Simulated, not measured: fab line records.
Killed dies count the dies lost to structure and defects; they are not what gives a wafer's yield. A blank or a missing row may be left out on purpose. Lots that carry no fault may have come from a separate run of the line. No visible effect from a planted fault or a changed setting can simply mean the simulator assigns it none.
fab line records	flow sky130
record: lots: 24	wafers: 72	last_day: 50
route steps=708 shown VIA2@523 METAL3@564 VIA3@574 METAL4@599
lots with no fault: from the same line, run without faults
start_h: hours from the record's first day to the start of the lot's first wafer shown	wait_h: hours elapsed since this lot's preceding step	" same as the row above	L1.1+2: several wafers, shown together as one row	- no value, or no start was given	* or withheld: withheld	< > ~ a bound
route shown NAME@n: names a module that has steps shown in the file, with the first one's number in the route	usual: mean/standard deviation taken from wafers without a fault	same: alike in all rows	chamber/n: place in a boat	sites: the reading at each site	_std_site: standard deviation across them	_edge_site: inner sites' mean taken away from outer sites' mean	radius_mm: for every site, how far away it sits from the centre of the wafer	mask NAME#n: copy n	behind: the last tool/chamber to shape the wafer	hold: the reason the lot was held/the length of the hold in hours/how it ended	device: whichever transistor did not switch (one of n, p or np)	end of line: the tests these same wafers got at the end of their route	step lacking rows: just its recipe	killed: at the first sort, the dies lost to defects and structure; wafer yield is something else	map: a wafer's dies, marking killed ones x, the rest . and places with no die _
set.NAME: the setting as run; set.NAME@STEP: as run at that earlier step	model.NAME: the simulator's own value behind a step, which no gauge read
one table for each step of the route and one row for each wafer, over a sample of lots
services: the hour from which a tool's chamber was out of use, counted from the record's first day as start_h (under 0 if before that day), plus the number of hours and why
== steps ==
step: SKY_VIA2_STRIP_16
recipe: chemistry: O2/N2	power_w: 1400	pressure_mtorr: 1500	platen_temp_c: withheld	o2_flow_sccm: 3000	n2_flow_sccm: 300	overash_fraction: 0.5
usual: drypump_motor_current_A: 5.71/0.24	oes_product_au: 0.399/0.0048	strip_time_to_endpoint_s: 4.06/0.036
lot.wafer	tool	chamber	start_h	wait_h	drypump_motor_current_A	oes_product_au	rf_hours_counter_h	strip_time_to_endpoint_s
L074.3	plasma_asher-02	0	871.16	0.1	5.61	0.397	-	4.04
L074.4	"	1	"	"	5.81	0.401	-	4.05
L074.6	"	0	"	"	5.60	0.399	-	3.99
L075.1	plasma_asher-04	1	873.43	0.0	6.18	0.397	45	4.02
L075.3	"	0	"	"	5.60	0.393	-	4.08
L075.4	"	1	"	"	6.19	0.389	-	4.03
L077.4	plasma_asher-03	1	873.81	0.1	5.43	0.409	-	4.13
L077.5	"	0	"	"	5.66	0.403	-	4.12
L077.6	"	1	"	"	5.41	0.399	-	4.03
L076.4	plasma_asher-04	0	875.77	0.0	5.61	0.397	-	4.04
L076.5	"	0	"	"	5.60	0.402	-	4.05
L076.6	"	1	"	"	6.22	0.397	-	4.07
L078.2	plasma_asher-02	1	918.73	0.0	5.83	0.393	17	4.03
L078.4	"	1	"	"	5.78	0.389	-	4.10
L078.5	"	0	"	"	5.60	0.400	-	4.03
L079.1	plasma_asher-04	0	918.98	0.0	5.57	0.396	49	4.06
L079.2	"	1	"	"	6.21	0.397	49	4.06
L079.3	"	0	"	"	5.57	0.391	-	3.99
L080.1	plasma_asher-02	1	920.23	0.0	5.77	0.397	17	4.03
L080.2	"	0	"	"	5.63	0.390	17	3.99
L080.4	"	0	"	"	5.60	0.410	-	4.10
L081.1	plasma_asher-04	1	920.58	0.0	6.17	0.397	49	3.98
L081.2	"	0	"	"	5.59	0.402	49	4.08
L081.4	"	0	"	"	5.58	0.392	-	4.06
L082.1	plasma_asher-02	1	922.23	0.0	5.81	0.400	17	4.05
L082.4	"	1	"	"	5.80	0.398	-	4.07
L082.6	"	0	"	"	5.64	0.396	-	4.07
L084.2	plasma_asher-02	1	928.28	0.0	5.78	0.400	18	4.00
L084.4	"	1	"	"	5.78	0.401	-	4.06
L084.5	"	1	"	"	5.78	0.396	-	4.01
L083.2	plasma_asher-04	0	931.43	0.0	5.58	0.404	50	4.10
L083.4	"	1	"	"	6.19	0.399	-	4.06
L083.6	"	0	"	"	5.58	0.405	-	4.02
L085.1	plasma_asher-04	0	932.08	0.0	5.59	0.399	51	4.08
L085.2	"	1	"	"	6.20	0.402	51	4.00
L085.3	"	0	"	"	5.60	0.395	-	4.10
L086.3	plasma_asher-03	1	932.42	0.1	5.40	0.398	-	4.06
L086.5	"	0	"	"	5.70	0.397	-	4.10
L086.6	"	1	"	"	5.39	0.396	-	4.07
L087.2	plasma_asher-03	0	942.58	0.0	5.64	0.402	110	4.01
L087.4	"	0	"	"	5.65	0.402	-	4.05
L087.6	"	1	"	"	5.40	0.392	-	4.07
L088.2	plasma_asher-03	1	953.68	0.0	5.44	0.407	111	4.08
L088.3	"	0	"	"	5.70	0.388	-	4.08
L088.5	"	0	"	"	5.66	0.390	-	4.02
L089.2	plasma_asher-02	0	954.83	0.0	5.64	0.404	21	4.03
L089.3	"	1	"	"	5.82	0.397	-	4.06
L089.4	"	0	"	"	5.63	0.393	-	4.00
L090.1	plasma_asher-04	1	970.13	0.0	6.21	0.401	54	4.09
L090.2	"	0	"	"	5.58	0.398	54	4.00
L090.5	"	0	"	"	5.59	0.395	-	4.02
L091.1	plasma_asher-02	0	973.53	0.0	5.62	0.398	22	4.05
L091.4	"	1	"	"	5.80	0.403	-	4.06
L091.5	"	0	"	"	5.62	0.405	-	4.05
L092.1	plasma_asher-03	1	977.44	0.0	5.43	0.397	114	4.03
L092.2	"	0	"	"	5.67	0.399	114	4.07
L092.5	"	0	"	"	5.69	0.396	-	4.01
L093.1	plasma_asher-03	0	991.93	0.0	5.67	0.396	115	4.04
L093.2	"	1	"	"	5.42	0.399	115	4.06
L093.6	"	0	"	"	5.67	0.406	-	4.11
L094.4	plasma_asher-04	0	994.37	0.1	5.59	0.400	-	4.10
L094.5	"	1	"	"	6.14	0.398	-	4.08
L094.6	"	0	"	"	5.58	0.398	-	4.14
L095.1	plasma_asher-02	0	1003.88	0.0	5.61	0.406	25	4.06
L095.4	"	1	"	"	5.80	0.398	-	4.12
L095.6	"	1	"	"	5.79	0.394	-	4.12
L096.1	plasma_asher-03	0	1006.68	0.0	5.64	0.407	117	4.05
L096.3	"	0	"	"	5.67	0.401	-	4.05
L096.6	"	1	"	"	5.42	0.398	-	4.09
L097.2	plasma_asher-03	0	1013.28	0.0	5.66	0.398	117	4.07
L097.4	"	1	"	"	5.41	0.398	-	4.04
L097.6	"	1	"	"	5.41	0.394	-	4.10
step: SKY_METAL3_OVL_MEAS_14
usual: METAL3_OVL: 3/5.2
lot.wafer	tool	chamber	start_h	wait_h	METAL3_OVL[nm]
L074.3	overlay-01	-	925.10	0.1	7
L074.4	"	-	"	"	-1
L074.6	"	-	"	"	2
L075.1	overlay-01	-	926.76	0.1	-3
L075.3	"	-	"	"	-3
L075.4	"	-	"	"	-9
L077.4	overlay-01	-	927.00	0.1	-3
L077.5	"	-	"	"	1
L077.6	"	-	"	"	3
L076.4	overlay-01	-	928.28	0.1	6
L076.5	"	-	"	"	6
L076.6	"	-	"	"	4
L078.2	overlay-02	-	969.59	0.1	0
L078.4	"	-	"	"	-3
L078.5	"	-	"	"	-5
L079.1	overlay-02	-	969.94	0.1	8
L079.2	"	-	"	"	14
L079.3	"	-	"	"	13
L081.1	overlay-01	-	972.14	0.1	3
L081.2	"	-	"	"	8
L081.4	"	-	"	"	13
L080.1	overlay-02	-	972.49	0.1	6
L080.2	"	-	"	"	7
L080.4	"	-	"	"	8
L082.1	overlay-01	-	972.84	0.1	3
L082.4	"	-	"	"	7
L082.6	"	-	"	"	10
L084.2	overlay-02	-	978.54	0.1	-6
L084.4	"	-	"	"	-7
L084.5	"	-	"	"	-5
L083.2	overlay-02	-	982.04	0.1	-3
L083.4	"	-	"	"	2
L083.6	"	-	"	"	-3
L085.1	overlay-01	-	983.24	0.1	4
L085.2	"	-	"	"	9
L085.3	"	-	"	"	3
L086.3	overlay-02	-	983.60	0.1	-2
L086.5	"	-	"	"	0
L086.6	"	-	"	"	2
L087.2	overlay-01	-	993.73	0.1	-8
L087.4	"	-	"	"	-3
L087.6	"	-	"	"	1
L088.2	overlay-01	-	1002.98	0.1	2
L088.3	"	-	"	"	-3
L088.5	"	-	"	"	3
L089.2	overlay-02	-	1004.09	0.1	15
L089.3	"	-	"	"	9
L089.4	"	-	"	"	6
L090.1	overlay-02	-	1018.19	0.1	6
L090.2	"	-	"	"	12
L090.5	"	-	"	"	10
L091.1	overlay-02	-	1021.23	0.1	5
L091.4	"	-	"	"	1
L091.5	"	-	"	"	3
L092.1	overlay-01	-	1025.53	0.1	10
L092.2	"	-	"	"	2
L092.5	"	-	"	"	7
L093.1	overlay-02	-	1038.63	0.1	5
L093.2	"	-	"	"	0
L093.6	"	-	"	"	1
L094.4	overlay-01	-	1042.00	0.1	0
L094.5	"	-	"	"	2
L094.6	"	-	"	"	-2
L095.1	overlay-02	-	1051.79	0.1	1
L095.4	"	-	"	"	0
L095.6	"	-	"	"	5
L096.1	overlay-01	-	1053.29	0.1	6
L096.3	"	-	"	"	10
L096.6	"	-	"	"	3
L097.2	overlay-02	-	1060.04	0.1	5
L097.4	"	-	"	"	10
L097.6	"	-	"	"	4
step: SKY_METAL3_ETCH_16
recipe: chemistry: N2/H2	target: BARC	ion_energy_ev: 200	bias_w: 100	pressure_mtorr: 30	n2_flow_sccm: 100	h2_flow_sccm: 200	icp_w: 500	stop_on: SiO2	time_s: 88.2	target_depth_a: 600
usual: drypump_motor_current_A: 5.5/0.56	oes_product_au: 0.626/0.0051	throttle_valve_pct: 13.206/0.0099
lot.wafer	tool	chamber	start_h	wait_h	drypump_motor_current_A	oes_product_au	rf_hours_counter_h	throttle_valve_pct
L074.3	rie_metal-03	1	925.19	0.0	6.2	0.629	-	13.209
L074.4	"	0	"	"	4.7	0.624	-	13.211
L074.6	"	1	"	"	6.3	0.637	-	13.205
L075.1	rie_metal-04	0	926.82	0.0	5.8	0.612	4	13.209
L075.3	"	1	"	"	6.1	0.624	-	13.206
L075.4	"	0	"	"	5.8	0.621	-	13.201
L077.4	rie_metal-01	1	927.09	0.0	5.3	0.623	-	13.217
L077.5	"	1	"	"	5.3	0.628	-	13.217
L077.6	"	0	"	"	5.3	0.632	-	13.205
L076.4	rie_metal-01	1	928.36	0.0	5.3	0.633	-	13.205
L076.5	"	0	"	"	5.3	0.626	-	13.201
L076.6	"	1	"	"	5.3	0.628	-	13.225
L078.2	rie_metal-01	1	969.65	0.0	5.3	0.635	14	13.195
L078.4	"	1	"	"	5.3	0.632	-	13.200
L078.5	"	0	"	"	5.3	0.622	-	13.195
L079.1	rie_metal-04	1	970.00	0.0	6.1	0.625	15	13.199
L079.2	"	0	"	"	5.8	0.627	6	13.217
L079.3	"	1	"	"	6.1	0.630	-	13.205
L081.1	rie_metal-04	0	972.20	0.0	5.8	0.622	6	13.217
L081.2	"	1	"	"	6.1	0.625	15	13.192
L081.4	"	1	"	"	6.1	0.621	-	13.210
L080.1	rie_metal-04	1	972.55	0.0	6.1	0.626	16	13.198
L080.2	"	0	"	"	5.8	0.625	7	13.187
L080.4	"	0	"	"	5.8	0.616	-	13.198
L082.1	rie_metal-03	1	972.90	0.0	6.3	0.622	14	13.202
L082.4	"	0	"	"	4.7	0.633	-	13.182
L082.6	"	1	"	"	6.3	0.616	-	13.212
L084.2	rie_metal-01	0	978.60	0.0	5.2	0.631	19	13.214
L084.4	"	0	"	"	5.3	0.638	-	13.226
L084.5	"	1	"	"	5.3	0.623	-	13.193
L083.2	rie_metal-01	1	982.10	0.0	5.3	0.626	15	13.215
L083.4	"	1	"	"	5.3	0.623	-	13.200
L083.6	"	0	"	"	5.3	0.626	-	13.202
L085.1	rie_metal-04	1	983.30	0.0	6.1	0.623	16	13.208
L085.2	"	0	"	"	5.9	0.628	7	13.214
L085.3	"	0	"	"	5.8	0.613	-	13.210
L086.3	rie_metal-03	0	983.69	0.0	4.7	0.632	-	13.206
L086.5	"	1	"	"	6.2	0.631	-	13.213
L086.6	"	0	"	"	4.7	0.623	-	13.221
L087.2	rie_metal-01	1	993.79	0.0	5.3	0.626	16	13.200
L087.4	"	1	"	"	5.3	0.621	-	13.207
L087.6	"	0	"	"	5.3	0.623	-	13.223
L088.2	rie_metal-01	1	1003.04	0.0	5.3	0.617	16	13.214
L088.3	"	1	"	"	5.3	0.625	-	13.215
L088.5	"	1	"	"	5.3	0.628	-	13.212
L089.2	rie_metal-03	0	1004.15	0.0	4.7	0.621	15	13.215
L089.3	"	0	"	"	4.7	0.630	-	13.215
L089.4	"	1	"	"	6.3	0.626	-	13.225
L090.1	rie_metal-03	0	1018.25	0.0	4.7	0.629	16	13.206
L090.2	"	1	"	"	6.3	0.631	17	13.204
L090.5	"	1	"	"	6.3	0.634	-	13.204
L091.1	rie_metal-03	1	1021.29	0.0	6.3	0.619	17	13.208
L091.4	"	1	"	"	6.3	0.630	-	13.209
L091.5	"	1	"	"	6.3	0.628	-	13.184
L092.1	rie_metal-01	1	1025.59	0.0	5.3	0.625	17	13.195
L092.2	"	0	"	"	5.3	0.623	22	13.189
L092.5	"	1	"	"	5.3	0.627	-	13.208
L093.1	rie_metal-03	0	1038.69	0.0	4.7	0.619	17	13.190
L093.2	"	1	"	"	6.3	0.620	18	13.207
L093.6	"	1	"	"	6.3	0.622	-	13.194
L094.4	rie_metal-03	0	1042.09	0.0	4.6	0.630	-	13.213
L094.5	"	0	"	"	4.7	0.621	-	13.210
L094.6	"	1	"	"	6.3	0.623	-	13.195
L095.1	rie_metal-01	1	1051.85	0.0	5.3	0.623	19	13.217
L095.4	"	1	"	"	5.3	0.631	-	13.193
L095.6	"	1	"	"	5.3	0.626	-	13.197
L096.1	rie_metal-03	0	1053.36	0.0	4.7	0.626	19	13.202
L096.3	"	0	"	"	4.7	0.639	-	13.229
L096.6	"	0	"	"	4.7	0.627	-	13.199
L097.2	rie_metal-04	1	1060.11	0.0	6.1	0.621	21	13.213
L097.4	"	1	"	"	6.1	0.634	-	13.203
L097.6	"	0	"	"	5.9	0.627	-	13.211
step: SKY_VIA3_THK_MEAS_01
recipe: reads: SiO2_of_VIA3_HDPCVD_00
usual: VIA3_HDPCVD_THK: 1638/19
lot.wafer	tool	chamber	start_h	wait_h	VIA3_HDPCVD_THK[nm]
L074.3	film_metro-03	-	926.23	0.1	1605
L074.4	"	-	"	"	1652
L074.6	"	-	"	"	1598
L075.1	film_metro-04	-	927.88	0.1	1646
L075.3	"	-	"	"	1653
L075.4	"	-	"	"	1646
L077.4	film_metro-03	-	928.14	0.0	1657
L077.5	"	-	"	"	1678
L077.6	"	-	"	"	1613
L076.4	film_metro-03	-	929.44	0.1	1656
L076.5	"	-	"	"	1632
L076.6	"	-	"	"	1648
L078.2	film_metro-02	-	970.82	0.1	1647
L078.4	"	-	"	"	1647
L078.5	"	-	"	"	1626
L079.1	film_metro-04	-	971.10	0.1	1638
L079.2	"	-	"	"	1654
L079.3	"	-	"	"	1624
L081.1	film_metro-03	-	973.33	0.1	1637
L081.2	"	-	"	"	1641
L081.4	"	-	"	"	1671
L080.1	film_metro-02	-	973.66	0.1	1630
L080.2	"	-	"	"	1647
L080.4	"	-	"	"	1643
L082.1	film_metro-04	-	974.00	0.1	1661
L082.4	"	-	"	"	1635
L082.6	"	-	"	"	1651
L084.2	film_metro-04	-	979.68	0.1	1648
L084.4	"	-	"	"	1659
L084.5	"	-	"	"	1652
L083.2	film_metro-04	-	983.20	0.1	1639
L083.4	"	-	"	"	1657
L083.6	"	-	"	"	1649
L085.1	film_metro-03	-	984.40	0.1	1618
L085.2	"	-	"	"	1634
L085.3	"	-	"	"	1654
L086.3	film_metro-02	-	984.73	0.1	1646
L086.5	"	-	"	"	1636
L086.6	"	-	"	"	1620
L087.2	film_metro-03	-	994.86	0.1	1599
L087.4	"	-	"	"	1629
L087.6	"	-	"	"	1636
L088.2	film_metro-04	-	1004.12	0.1	1653
L088.3	"	-	"	"	1639
L088.5	"	-	"	"	1619
L089.2	film_metro-03	-	1005.22	0.1	1609
L089.3	"	-	"	"	1634
L089.4	"	-	"	"	1670
L090.1	film_metro-04	-	1019.31	0.1	1636
L090.2	"	-	"	"	1615
L090.5	"	-	"	"	1630
L091.1	film_metro-02	-	1022.35	0.1	1632
L091.4	"	-	"	"	1655
L091.5	"	-	"	"	1628
L092.1	film_metro-03	-	1026.67	0.1	1625
L092.2	"	-	"	"	1647
L092.5	"	-	"	"	1629
L093.1	film_metro-02	-	1039.75	0.1	1630
L093.2	"	-	"	"	1628
L093.6	"	-	"	"	1666
L094.4	film_metro-04	-	1043.14	0.0	1666
L094.5	"	-	"	"	1624
L094.6	"	-	"	"	1652
L095.1	film_metro-03	-	1052.94	0.1	1638
L095.4	"	-	"	"	1659
L095.6	"	-	"	"	1609
L096.1	film_metro-03	-	1054.41	0.1	1644
L096.3	"	-	"	"	1595
L096.6	"	-	"	"	1647
L097.2	film_metro-02	-	1061.17	0.1	1622
L097.4	"	-	"	"	1629
L097.6	"	-	"	"	1649
step: SKY_METAL4_SPUTTER_01
recipe: material: TiN	target_thk_nm: 20	power_w: 6500	time_s: 16.7	chamber_pressure_pa: 0.4
usual: throttle_valve_pct: 30.1/0.82
lot.wafer	tool	chamber	start_h	wait_h	throttle_valve_pct
L074.3	pvd_sputter-03	-	952.18	0.0	29.7
L074.4	"	-	"	"	29.5
L074.6	"	-	"	"	29.9
L075.1	pvd_sputter-03	-	953.16	0.0	30.6
L075.3	"	-	"	"	29.8
L075.4	"	-	"	"	29.3
L077.4	pvd_sputter-01	-	953.71	0.0	31.6
L077.5	"	-	"	"	31.2
L077.6	"	-	"	"	29.8
L076.4	pvd_sputter-02	-	955.19	0.0	28.5
L076.5	"	-	"	"	30.0
L076.6	"	-	"	"	29.3
L078.2	pvd_sputter-03	-	996.56	0.0	31.1
L078.4	"	-	"	"	30.6
L078.5	"	-	"	"	29.9
L079.1	pvd_sputter-02	-	996.86	0.0	30.1
L079.2	"	-	"	"	29.3
L079.3	"	-	"	"	31.3
L081.1	pvd_sputter-03	-	998.39	0.0	30.7
L081.2	"	-	"	"	29.2
L081.4	"	-	"	"	30.0
L080.1	pvd_sputter-02	-	999.56	0.0	28.8
L080.2	"	-	"	"	30.0
L080.4	"	-	"	"	31.0
L082.1	pvd_sputter-01	-	999.90	0.0	29.6
L082.4	"	-	"	"	31.2
L082.6	"	-	"	"	31.4
L084.2	pvd_sputter-01	-	1005.73	0.0	29.0
L084.4	"	-	"	"	31.3
L084.5	"	-	"	"	31.3
L083.2	pvd_sputter-02	-	1007.57	0.0	29.4
L083.4	"	-	"	"	28.4
L083.6	"	-	"	"	29.5
L085.1	pvd_sputter-01	-	1008.70	0.0	31.4
L085.2	"	-	"	"	29.3
L085.3	"	-	"	"	31.8
L086.3	pvd_sputter-03	-	1009.84	0.0	29.3
L086.5	"	-	"	"	29.2
L086.6	"	-	"	"	31.0
L087.2	pvd_sputter-03	-	1018.89	0.0	30.9
L087.4	"	-	"	"	29.6
L087.6	"	-	"	"	31.0
L088.2	pvd_sputter-01	-	1028.85	0.0	29.5
L088.3	"	-	"	"	31.4
L088.5	"	-	"	"	31.3
L089.2	pvd_sputter-03	-	1029.75	0.0	30.8
L089.3	"	-	"	"	30.9
L089.4	"	-	"	"	30.0
L090.1	pvd_sputter-03	-	1043.87	0.0	29.4
L090.2	"	-	"	"	30.4
L090.5	"	-	"	"	30.8
L091.1	pvd_sputter-03	-	1046.51	0.0	30.0
L091.4	"	-	"	"	30.3
L091.5	"	-	"	"	30.7
L092.1	pvd_sputter-03	-	1051.17	0.0	31.0
L092.2	"	-	"	"	29.9
L092.5	"	-	"	"	29.4
L093.1	pvd_sputter-03	-	1063.84	0.0	30.6
L093.2	"	-	"	"	30.7
L093.6	"	-	"	"	30.6
L094.4	pvd_sputter-03	-	1067.38	0.0	29.4
L094.5	"	-	"	"	29.2
L094.6	"	-	"	"	30.6
L095.1	pvd_sputter-01	-	1076.85	0.0	31.3
L095.4	"	-	"	"	31.4
L095.6	"	-	"	"	31.2
L096.1	pvd_sputter-02	-	1078.23	0.0	31.3
L096.3	"	-	"	"	29.1
L096.6	"	-	"	"	29.7
L097.2	pvd_sputter-02	-	1083.88	0.0	28.7
L097.4	"	-	"	"	29.6
L097.6	"	-	"	"	29.1
step: SKY_METAL4_SPUTTER_03
recipe: material: Ti	target_thk_nm: 5	power_w: 3000	time_s: 3.3	chamber_pressure_pa: 0.4
usual: throttle_valve_pct: 30.1/0.81
lot.wafer	tool	chamber	start_h	wait_h	throttle_valve_pct
L074.3	pvd_sputter-03	-	952.25	0.0	29.5
L074.4	"	-	"	"	29.3
L074.6	"	-	"	"	29.9
L075.1	pvd_sputter-03	-	953.23	0.0	30.6
L075.3	"	-	"	"	29.9
L075.4	"	-	"	"	29.6
L077.4	pvd_sputter-01	-	953.78	0.0	31.4
L077.5	"	-	"	"	31.5
L077.6	"	-	"	"	29.4
L076.4	pvd_sputter-02	-	955.26	0.0	28.5
L076.5	"	-	"	"	29.8
L076.6	"	-	"	"	29.5
L078.2	pvd_sputter-03	-	996.62	0.0	30.8
L078.4	"	-	"	"	30.5
L078.5	"	-	"	"	29.9
L079.1	pvd_sputter-02	-	996.92	0.0	29.8
L079.2	"	-	"	"	29.6
L079.3	"	-	"	"	31.1
L081.1	pvd_sputter-03	-	998.46	0.0	30.5
L081.2	"	-	"	"	29.5
L081.4	"	-	"	"	29.7
L080.1	pvd_sputter-02	-	999.62	0.0	28.5
L080.2	"	-	"	"	30.0
L080.4	"	-	"	"	31.4
L082.1	pvd_sputter-01	-	999.97	0.0	29.9
L082.4	"	-	"	"	31.5
L082.6	"	-	"	"	31.5
L084.2	pvd_sputter-01	-	1005.79	0.0	28.9
L084.4	"	-	"	"	31.4
L084.5	"	-	"	"	31.2
L083.2	pvd_sputter-02	-	1007.64	0.0	29.4
L083.4	"	-	"	"	28.7
L083.6	"	-	"	"	29.4
L085.1	pvd_sputter-01	-	1008.76	0.0	31.4
L085.2	"	-	"	"	29.2
L085.3	"	-	"	"	31.5
L086.3	pvd_sputter-03	-	1009.91	0.0	29.2
L086.5	"	-	"	"	29.2
L086.6	"	-	"	"	30.8
L087.2	pvd_sputter-03	-	1018.96	0.0	30.7
L087.4	"	-	"	"	29.5
L087.6	"	-	"	"	30.6
L088.2	pvd_sputter-01	-	1028.91	0.0	29.4
L088.3	"	-	"	"	31.3
L088.5	"	-	"	"	31.3
L089.2	pvd_sputter-03	-	1029.81	0.0	30.4
L089.3	"	-	"	"	30.8
L089.4	"	-	"	"	30.0
L090.1	pvd_sputter-03	-	1043.93	0.0	29.4
L090.2	"	-	"	"	30.7
L090.5	"	-	"	"	30.6
L091.1	pvd_sputter-03	-	1046.57	0.0	29.8
L091.4	"	-	"	"	30.6
L091.5	"	-	"	"	30.7
L092.1	pvd_sputter-03	-	1051.23	0.0	30.8
L092.2	"	-	"	"	29.7
L092.5	"	-	"	"	29.4
L093.1	pvd_sputter-03	-	1063.91	0.0	31.0
L093.2	"	-	"	"	30.4
L093.6	"	-	"	"	31.1
L094.4	pvd_sputter-03	-	1067.45	0.0	29.6
L094.5	"	-	"	"	29.5
L094.6	"	-	"	"	30.7
L095.1	pvd_sputter-01	-	1076.91	0.0	31.6
L095.4	"	-	"	"	31.2
L095.6	"	-	"	"	31.2
L096.1	pvd_sputter-02	-	1078.29	0.0	31.0
L096.3	"	-	"	"	29.1
L096.6	"	-	"	"	29.7
L097.2	pvd_sputter-02	-	1083.95	0.0	28.7
L097.4	"	-	"	"	29.4
L097.6	"	-	"	"	29.5
== services ==
tool	chamber	start_h	hours	kind
rie_metal-03	-	885.73	0.2	repair
pvd_sputter-03	-	899.98	5.2	repair
plasma_asher-04	-	910.43	3.7	repair
rie_metal-03	1	939.84	8.7	repair
pvd_sputter-03	-	956.95	2.0	repair
plasma_asher-02	-	968.48	3.2	repair
plasma_asher-04	-	990.53	3.7	repair
pvd_sputter-03	1	996.69	-	consumable_replace:kit
pvd_sputter-03	1	996.69	18.0	scheduled_down
pvd_sputter-03	1	996.69	18.0	vent_cycle
plasma_asher-04	-	1019.29	7.7	repair
plasma_asher-03	-	1022.89	5.8	repair
pvd_sputter-02	-	1025.60	4.2	repair
pvd_sputter-03	-	1032.88	9.4	repair
plasma_asher-04	-	1043.21	2.4	repair
pvd_sputter-02	-	1046.12	15.0	repair
pvd_sputter-01	-	1048.57	8.6	repair
plasma_asher-03	-	1055.25	9.0	pm
plasma_asher-03	-	1064.25	2.8	pm
rie_metal-04	-	1067.15	2.8	pm
plasma_asher-02	-	1077.83	0.8	repair
pvd_sputter-03	0	1078.55	-	consumable_replace:kit
pvd_sputter-03	0	1078.55	18.0	scheduled_down
pvd_sputter-03	0	1078.55	18.0	vent_cycle
== key ==
fault none
